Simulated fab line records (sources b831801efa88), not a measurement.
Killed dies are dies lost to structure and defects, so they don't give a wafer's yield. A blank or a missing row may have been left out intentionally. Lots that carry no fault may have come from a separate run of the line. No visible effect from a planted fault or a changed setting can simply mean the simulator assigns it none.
Which tool is to blame?	flow sky130	12 lots with 35 wafers sampled at 5 steps, on a route of 708 steps

## WHAT THE GAUGES READ, wafer by wafer
SKY_VIA1_CD_MEAS_12: target cd 150 nm.
lot	measured	on	cdNm (nm)
L558	day 34 15:41	cdSem-02	153.3 149.8 151.2
L561	day 34 23:24	cdSem-01	150.5 149.6 152.3
L562	day 35 23:17	cdSem-02	145.4 146.9
L566	day 36 23:09	cdSem-01	149.8 148.9 150.1
L567	day 37 10:22	cdSem-02	148.3 148.6 150.6
L573	day 39 02:52	cdSem-02	150.6 149.6 150.8
L574	day 39 05:41	cdSem-01	147.2 147.2 147.3
L575	day 39 19:07	cdSem-02	150.7 151.6 152.5
L576	day 40 03:41	cdSem-02	151.2 151.4 148.7
L577	day 40 04:35	cdSem-02	149.5 148.2 148.3
L579	day 40 13:49	cdSem-01	152.9 152.5 152.4
L580	day 41 00:56	cdSem-02	151.5 152.4 151.9

SKY_VIA1_THK_MEAS_23: measures by xrf.
lot	measured	on	VIA1_W_THK (nm)
L558	day 34 16:47	filmMetro-01	272 276 271
L561	day 35 00:33	filmMetro-03	272 272 273
L562	day 36 00:30	filmMetro-01	270 269
L566	day 37 00:19	filmMetro-01	274 271 272
L567	day 37 11:29	filmMetro-04	273 275 275
L573	day 39 03:57	filmMetro-04	273 276 267
L574	day 39 06:49	filmMetro-03	270 274 275
L575	day 39 20:13	filmMetro-04	278 276 278
L576	day 40 04:46	filmMetro-04	270 271 267
L577	day 40 05:41	filmMetro-03	269 279 275
L579	day 40 14:56	filmMetro-01	265 263 264
L580	day 41 02:02	filmMetro-04	266 271 272

SKY_VIA2_THK_MEAS_01.
lot	measured	on	VIA2_HDPCVD_THK (nm)
L558	day 35 20:35	filmMetro-03	1154 1178 1175
L561	day 36 04:25	filmMetro-03	1181 1183 1187
L562	day 37 04:02	filmMetro-02	1190 949
L566	day 38 02:57	filmMetro-03	1168 938 930
L567	day 38 13:35	filmMetro-02	1151 1183 1168
L573	day 40 05:34	filmMetro-02	1164 1167 1176
L574	day 40 08:56	filmMetro-03	1183 1177 1189
L575	day 40 22:44	filmMetro-02	1183 1184 1162
L576	day 41 06:40	filmMetro-02	1175 1162 1177
L577	day 41 07:45	filmMetro-01	1174 1185 1176
L579	day 41 16:10	filmMetro-01	1177 1172 1195
L580	day 42 03:22	filmMetro-02	1184 1176 1179

## EACH LOT AND THE TOOL THAT RAN IT (in order: tool; ch and the chambers of the sampled wafers; start)
lot	SKY_VIA1_CVD_21	SKY_VIA2_HDPCVD_00
L558	cvdW-02 ch 0,1, day 34 16:35	hdpcvd-02 ch 0,1,2, day 35 20:27
L561	cvdW-02 ch 0,1, day 35 00:20	hdpcvd-02 ch 0,1, day 36 04:17
L562	cvdW-02 ch 0,1, day 36 00:14	hdpcvd-02 ch 1,2, day 37 03:55
L566	cvdW-02 ch 0,1, day 37 00:06	hdpcvd-02 ch 0,2, day 38 02:49
L567	cvdW-02 ch 0,1, day 37 11:16	hdpcvd-01 ch 0,1, day 38 13:28
L573	cvdW-01 ch 0,1, day 39 03:44	hdpcvd-01 ch 0,1,2, day 40 05:28
L574	cvdW-02 ch 0,1, day 39 06:36	hdpcvd-01 ch 0,2, day 40 08:48
L575	cvdW-02 ch 0, day 39 20:00	hdpcvd-01 ch 0,1,2, day 40 22:36
L576	cvdW-01 ch 0,1, day 40 04:33	hdpcvd-02 ch 0,1,2, day 41 06:34
L577	cvdW-02 ch 0,1, day 40 05:28	hdpcvd-02 ch 0,2, day 41 07:37
L579	cvdW-01 ch 0,1, day 40 14:43	hdpcvd-02 ch 0,2, day 41 16:02
L580	cvdW-01 ch 0,1, day 41 01:50	hdpcvd-02 ch 0,1,2, day 42 03:15
- SKY_VIA1_CVD_21: deposits W, target thk 270 nm, time 80.902 s.
- SKY_VIA2_HDPCVD_00: deposits SiO2, target thk 1180 nm, time 196.7 s.

## AS READ BY THE TOOLS THEMSELVES (means over the sampled wafers that have a number; for cases with no such wafer, the mark the record gives instead)
SKY_VIA1_CVD_21.
lot	tool	heaterPowerW (W)
L558	cvdW-02	879
L561	cvdW-02	884
L562	cvdW-02	850
L566	cvdW-02	870
L567	cvdW-02	883
L573	cvdW-01	869
L574	cvdW-02	767
L575	cvdW-02	875
L576	cvdW-01	874
L577	cvdW-02	828
L579	cvdW-01	871
L580	cvdW-01	860

SKY_VIA2_HDPCVD_00.
lot	tool	pressureMtorr (mTorr)	runLengthS (s)	sih4FlowSccm (sccm)
L558	hdpcvd-02	5.986	224.9	59.73
L561	hdpcvd-02	6.006	224.6	60.04
L562	hdpcvd-02	6.002	205.1	60.25
L566	hdpcvd-02	5.986	199.3	59.99
L567	hdpcvd-01	6.003	224.9	60.03
L573	hdpcvd-01	6.006	224.5	60.10
L574	hdpcvd-01	5.996	224.2	60.22
L575	hdpcvd-01	5.999	224.6	60.10
L576	hdpcvd-02	5.986	224.7	59.97
L577	hdpcvd-02	5.994	225.1	59.86
L579	hdpcvd-02	6.001	224.9	60.10
L580	hdpcvd-02	5.995	224.7	59.82

## THE ANSWER, worked out from the rows above alone
Rule: the usual values come from the lots themselves. Put in order of their means at a reading, lots are off if they are a third of the lots or fewer, leave a main group of 4 or more, and stand apart from it by a gap of 3 or more times the standard deviation of the main group's means; of several such gaps the widest counts. A main group whose means are all the same, to the digits that the tables above print for the reading, isn't used. A lot without any number at a reading at which 4 lots or more have one is off too. The other lots that the step has rows for count as sound. The gauges are gone through in route order, then the tools' own readings, and for those a lot's mean is taken as printed above. The first step at which some lot is off is used, and at that step the reading that is off furthest; a lot without a number counts as furthest.
Off: L562, L566, at SKY_VIA2_THK_MEAS_01 (VIA2_HDPCVD_THK). The main group has a mean of 1176 nm with a standard deviation of 5.9.
A tool fits if, at a process step before that reading, it ran every lot that is off, and no sound lot after the first of them. The gauges at SKY_VIA2_THK_MEAS_01 aren't tried: what is off there is off at SKY_VIA2_HDPCVD_00 too, on other tools, and a gauge's error can't cause that. None of those tried fits.

## WHAT WAS PUT IN BY THE SIMULATOR
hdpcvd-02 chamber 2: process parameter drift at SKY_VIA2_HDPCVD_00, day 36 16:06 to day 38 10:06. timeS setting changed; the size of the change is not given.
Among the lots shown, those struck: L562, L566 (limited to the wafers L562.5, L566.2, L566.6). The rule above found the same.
